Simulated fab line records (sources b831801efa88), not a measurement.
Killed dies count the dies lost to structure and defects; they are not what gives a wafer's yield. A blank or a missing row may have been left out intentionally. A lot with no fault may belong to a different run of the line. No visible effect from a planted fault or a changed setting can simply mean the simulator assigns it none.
The same fault as seen by 2 desks ; flow gf180mcu ; what lay behind the numbers comes last; until then each desk has only its own

== AT THE TOOL OWNER'S DESK: pecvd-01 ==
The tool's own readings at GF_CONTACT_CVD_02 (deposits SiO2 from TEOS, target thk 860 nm, time 95.992 s): means of the sampled wafers that have a number, for each lot that ran on this tool. If a lot's mean is further than 4 standard deviations from the usual mean, the lot is out of limits and carries the mark OUT (the distance appears in the brackets).
Columns: A = heater-power-w at GF_CONTACT_CVD_02, usual 708 W
lot;first seen here;A
L951;day 15 16:37;712
L954;day 16 17:27;743
L958;day 18 01:10;774
L959;day 18 02:40;826
L965;day 20 02:45;710
L967;day 21 00:05;683
This desk found nothing out of limits on any of the 6 lots.

== THE METROLOGY DESK ==
Means of the sampled wafers that have a number, per lot and without regard to the tool the lot ran on: this is what the gauges read. If a lot's mean is further than 4 standard deviations from the usual mean, the lot is out of limits and carries the mark OUT (the distance appears in the brackets).
Columns: A = cd-nm at GF_TOP_METAL_CD_MEAS_14, usual 440.0 nm
lot;first seen here;A
L951;day 28 12:16;439.4
L953;day 29 02:11;436.5
L954;day 29 09:48;438.4
L955;day 29 11:27;437.4
L956;day 29 13:34;437.5
L957;day 29 23:43;437.7
L958;day 30 11:00;439.4
L959;day 30 13:26;444.2
L965;day 31 23:41;440.9
L967;day 32 16:16;437.8
L969;day 33 02:25;438.1
L970;day 33 10:33;439.0
L971;day 33 17:38;438.9
L974;day 34 03:56;440.2
This desk found nothing out of limits on any of the 14 lots.

== PUT TOGETHER ==
Nothing out of limits was seen by the tool owner's desk.
At the metrology desk, nothing out of limits was observed.

== WHAT HAD BEEN PUT IN BY THE SIMULATOR ==
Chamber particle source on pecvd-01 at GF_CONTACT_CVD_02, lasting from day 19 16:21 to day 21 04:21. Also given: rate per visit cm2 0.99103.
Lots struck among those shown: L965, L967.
